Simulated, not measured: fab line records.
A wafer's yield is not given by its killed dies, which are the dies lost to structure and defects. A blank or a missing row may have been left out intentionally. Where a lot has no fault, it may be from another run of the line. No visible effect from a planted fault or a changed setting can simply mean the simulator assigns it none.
Problem report, 8D (eight disciplines) form, completed by code || flow sfq line || the parts of the form that need people (team, actions taken, sign-off) are left out

## 1. THE PROBLEM
Wafers without a fault read 2999.8 rpm, standard deviation 1.9; spin speed rpm at SFQ_TRILAYER_M4_LITHO_COAT_093 reads a mean of 2842.2 rpm on 6 wafers belonging to 2 lots. Relative to the usual mean, that is a shift of -83 standard deviations.
The step: resist thk 600 nm.
The first sign was on wafer L851.2 at day 57 07:31, on litho track-03. At this step, 18 wafers from 6 lots have a number in the record. By rule, "out" or "out of limits" means more than 4 standard deviations away from the usual mean. The other wafers with a number count as sound.

## 2. WHAT IT IS, WHAT IT ISN'T
{"question": "which readings at this step", "is": "spin speed rpm", "is not": "-"}
{"question": "which lots", "is": "L851, L852", "is not": "L833, L839, L841, L854"}
{"question": "which wafers of those lots", "is": "all that have a number", "is not": "-"}
{"question": "read on which tools", "is": "litho track-03", "is not": "litho track-02"}
{"question": "when", "is": "from day 57 07:31", "is not": "up to then (9 sound wafers); but 3 sound wafers of L854 came after"}

## 3. THE SUSPECTS, EACH WITH WHAT RULES IT OUT
Counting: any tool at a process step up to the reading is kept as a suspect provided that every lot that is out went through it and no sound lot did after the first of them.
- litho track-03 at SFQ_TRILAYER_M4_LITHO_COAT_093 (resist thk 600 nm): kept. It processed each lot that is out, first L851 at day 57 07:31, and no sound lot thereafter; up to then, the last sound lot it processed was L841 at day 54 09:46. On those wafers its own readings are out: spin speed rpm.
After counting, what remains is litho track-03 at SFQ_TRILAYER_M4_LITHO_COAT_093.

## 4. THE CAUSE (what the simulator had put in)
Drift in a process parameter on litho track-03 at SFQ_TRILAYER_M4_LITHO_COAT_093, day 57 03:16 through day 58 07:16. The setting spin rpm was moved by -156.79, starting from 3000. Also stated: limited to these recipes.
After counting, this tool was the only one left.

## 5. SEQUENCE OF EFFECTS, ordered by route
Each row: a reading whose mean over the struck wafers that have a number lies more than 3 standard deviations from the usual. Scope: only readings with a usual standard deviation given in the record; hours: median across lots of the time from each lot's start at the first step in this table that gives one to its start at this step; sigmas: change in usual standard deviations.
{"hours": 0, "step": "SFQ_TRILAYER_M4_LITHO_COAT_093", "reading": "spin speed rpm", "usual": "2999.8 rpm", "on struck wafers": 2842.2, "change": -157.6, "sigmas": -83}
The process steps in it:
- SFQ_TRILAYER_M4_LITHO_COAT_093: resist thk 600 nm.
Later measuring or inspecting steps at which every struck wafer that the step has a row for has a number for every such reading, and none has moved that far: SFQ_M4_OVL_MEAS_926.

## 6. WHAT WOULD HAVE CAUGHT IT SOONER
First out-of-limits reading in this record: day 57 07:31, which is 4 hours after fault onset at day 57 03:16.
